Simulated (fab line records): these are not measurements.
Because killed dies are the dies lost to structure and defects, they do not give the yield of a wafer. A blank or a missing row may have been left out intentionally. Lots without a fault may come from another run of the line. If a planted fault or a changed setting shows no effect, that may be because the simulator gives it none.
The same fault as seen by 2 desks / flow sky130 / numbers are kept per desk, each desk with only its own; the story behind them comes last

AT THE METROLOGY DESK
Lot by lot, what the gauges showed, no matter which tool ran the lot: averages of those sampled wafers that carry a number. A lot is out of limits, marked OUT, if its mean lies more than 4 standard deviations from the usual mean; the brackets give that distance.
Columns: A = VIA3_HDPCVD_THK at SKY_VIA3_THK_MEAS_01, usual 1626 nm; B = VIA3_BOW at SKY_VIA3_BOW_MEAS_03, usual 81 um; C = cd nm at SKY_VIA3_CD_MEAS_12, usual 200.0 nm; D = VIA3_OVL at SKY_VIA3_OVL_MEAS_13, usual -3 nm
lot=L907; first seen here=day 39 01:54; A=1651; B=88; C=200.7; D=0
lot=L912; first seen here=day 41 14:07; A=1643; B=77; C=201.6; D=-7
lot=L917; first seen here=day 42 00:48; A=1606; B=79; C=200.8; D=-7
lot=L919; first seen here=day 42 07:22; A=1621; B=81; C=199.4; D=1
lot=L920; first seen here=day 42 21:24; A=1631; B=84; C=199.8; D=5
lot=L927; first seen here=day 45 00:53; A=1628; B=94; C=200.2; D=-0
lot=L928; first seen here=day 45 01:37; A=1632; B=79; C=201.8; D=-5
Result from this desk: across the 7 lots, nothing is out of limits.

AT THE TOOL OWNER'S DESK: litho track-01
The tool's own readings at SKY_VIA3_COAT_07 (resist thk 450 nm): means of the sampled wafers that have a number, for each lot that ran on this tool. A lot is out of limits, marked OUT, if its mean lies more than 4 standard deviations from the usual mean; the brackets give that distance.
Columns: A = spin speed rpm at SKY_VIA3_COAT_07, usual 2999.9 rpm
lot=L907; first seen here=day 39 14:00; A=3002.5
lot=L917; first seen here=day 42 13:00; A=3063.4 (+25) OUT
lot=L919; first seen here=day 42 19:00; A=3056.6 (+23) OUT
lot=L920; first seen here=day 43 08:00; A=3058.7 (+24) OUT
This desk finds L917, L919, L920 out of limits, L917 being first, at day 42 13:00 (spin speed rpm at SKY_VIA3_COAT_07). L907 stayed within limits.

BROUGHT TOGETHER
The tool owner's desk had the chance to raise an alarm at day 42 13:00 on L917, L919, L920.
Nothing out of limits was seen by the metrology desk.
The metrology desk has L917, L919, L920 on record, within its limits.
Every lot named ran SKY_VIA3_COAT_07 on litho track-01.

WHAT THE SIMULATOR HAD INSERTED
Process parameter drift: litho track-01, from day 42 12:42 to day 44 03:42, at SKY_VIA3_COAT_07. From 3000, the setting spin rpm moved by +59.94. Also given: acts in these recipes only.
Shown lots that were struck: L917, L919, L920.
How many hours passed from the start of the fault until each desk's first out-of-limits reading: the tool owner's desk, 0.
